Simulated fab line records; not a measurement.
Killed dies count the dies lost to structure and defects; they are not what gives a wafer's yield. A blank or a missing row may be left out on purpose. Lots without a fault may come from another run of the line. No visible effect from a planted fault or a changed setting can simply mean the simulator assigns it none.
Shared-tool check | flow gf180mcu | Sample size 13 lots and 39 wafers

== REASON FOR OPENING ==
At GF_VT_IMPLANT_TW_MEAS_21 the reading VT_IMPLANT_2_TW is flagged on 2 of 13 lots. No-fault wafers: 1209, standard deviation 6.9.
Rule: a lot gets a flag if all its wafers with a number sit over 4 standard deviations from that mean, or if no wafer of it has a number. All remaining lots are regarded as sound.

lot  | measured     | on           | VT_IMPLANT_2_TW, wafer by wafer | flag
L955 | day 6 18:46  | filmMetro-04 | 1207 1212 1218                  | 
L957 | day 7 09:56  | filmMetro-03 | 1213 1210 1212                  | 
L958 | day 7 16:36  | filmMetro-04 | 1205 1197 1200                  | 
L959 | day 8 00:12  | filmMetro-04 | 1202 1199 1206                  | 
L960 | day 8 04:43  | filmMetro-04 | 1208 1198 1210                  | 
L961 | day 8 12:40  | filmMetro-01 | 1201 1203 1203                  | 
L963 | day 9 01:34  | filmMetro-03 | 1215 1213 1209                  | 
L965 | day 9 17:01  | filmMetro-04 | 1207 1200 1201                  | 
L972 | day 11 17:33 | filmMetro-04 | 1127 1127 1127                  | FLAGGED
L973 | day 11 19:17 | filmMetro-04 | 1133 1124 1127                  | FLAGGED
L975 | day 12 07:46 | filmMetro-04 | 1214 1211 1215                  | 
L976 | day 12 15:06 | filmMetro-01 | 1200 1198 1200                  | 
L978 | day 13 02:43 | filmMetro-04 | 1211 1210 1211                  | 
The numbers of the flagged lots are 1128 on average: -82 against the usual, or -12 standard deviations.

== WHICH TOOL EACH LOT WENT THROUGH ==
The record keeps 1 process step preceding the reading, out of 602 steps on the route. In each cell: the tool, then ch and the chambers that the sampled wafers went through, then the start.
lot  | flag    | GF_VT_IMPLANT_IMPLANT_19
L955 |         | implanter-01 ch 0, day 6 18:32
L957 |         | implanter-04 ch 0, day 7 09:41
L958 |         | implanter-04 ch 0, day 7 16:21
L959 |         | implanter-04 ch 0, day 7 23:57
L960 |         | implanter-03 ch 0, day 8 04:28
L961 |         | implanter-04 ch 0, day 8 12:26
L963 |         | implanter-01 ch 0, day 9 01:20
L965 |         | implanter-03 ch 0, day 9 16:47
L972 | FLAGGED | implanter-04 ch 0, day 11 17:18
L973 | FLAGGED | implanter-04 ch 0, day 11 19:05
L975 |         | implanter-03 ch 0, day 12 07:31
L976 |         | implanter-01 ch 0, day 12 14:51
L978 |         | implanter-03 ch 0, day 13 02:30
What the steps here do:
- GF_VT_IMPLANT_IMPLANT_19
- GF_VT_IMPLANT_TW_MEAS_21

== FLAGGED OVER TOTAL, TOOL BY TOOL (the gauges that took the reading come last) ==
step                     | tool         | lots run | flagged | share of the flagged lots | sound lots run after its first flagged lot
GF_VT_IMPLANT_IMPLANT_19 | implanter-01 | 3        | 0       | none                      | -
GF_VT_IMPLANT_IMPLANT_19 | implanter-03 | 4        | 0       | none                      | -
GF_VT_IMPLANT_IMPLANT_19 | implanter-04 | 6        | 2       | all                       | 0
GF_VT_IMPLANT_TW_MEAS_21 | filmMetro-01 | 2        | 0       | none                      | -
GF_VT_IMPLANT_TW_MEAS_21 | filmMetro-03 | 2        | 0       | none                      | -
GF_VT_IMPLANT_TW_MEAS_21 | filmMetro-04 | 9        | 2       | all                       | 2 (L975,L978)

== WHAT THE TABLE ALLOWS ==
implanter-04 at GF_VT_IMPLANT_IMPLANT_19 and filmMetro-04 at GF_VT_IMPLANT_TW_MEAS_21 are the 2 rows of the table that ran each flagged lot.
- implanter-04 at GF_VT_IMPLANT_IMPLANT_19: 2 of its 6 lots flagged. It ran its last sound lot, L961, at day 8 12:26 and its first flagged lot, L972, at day 11 17:18: a fault with its onset between the two fits. Its own readings (beamEnergyKeV) fall more than 4 standard deviations out on all wafers of the flagged lots.
- filmMetro-04 at GF_VT_IMPLANT_TW_MEAS_21: 2 of its 9 lots flagged. Sound lots followed the first flagged one (L975, L978) on it, something a lasting fault affecting the whole tool could not allow.
Left over: one tool, implanter-04 at GF_VT_IMPLANT_IMPLANT_19.

== WHAT THE SIMULATOR HAD INSERTED ==
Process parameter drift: implanter-04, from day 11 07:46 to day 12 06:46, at GF_VT_IMPLANT_IMPLANT_19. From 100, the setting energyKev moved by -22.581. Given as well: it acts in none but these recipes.
Lots struck among those shown: L972, L973. The rule above reached the same finding.
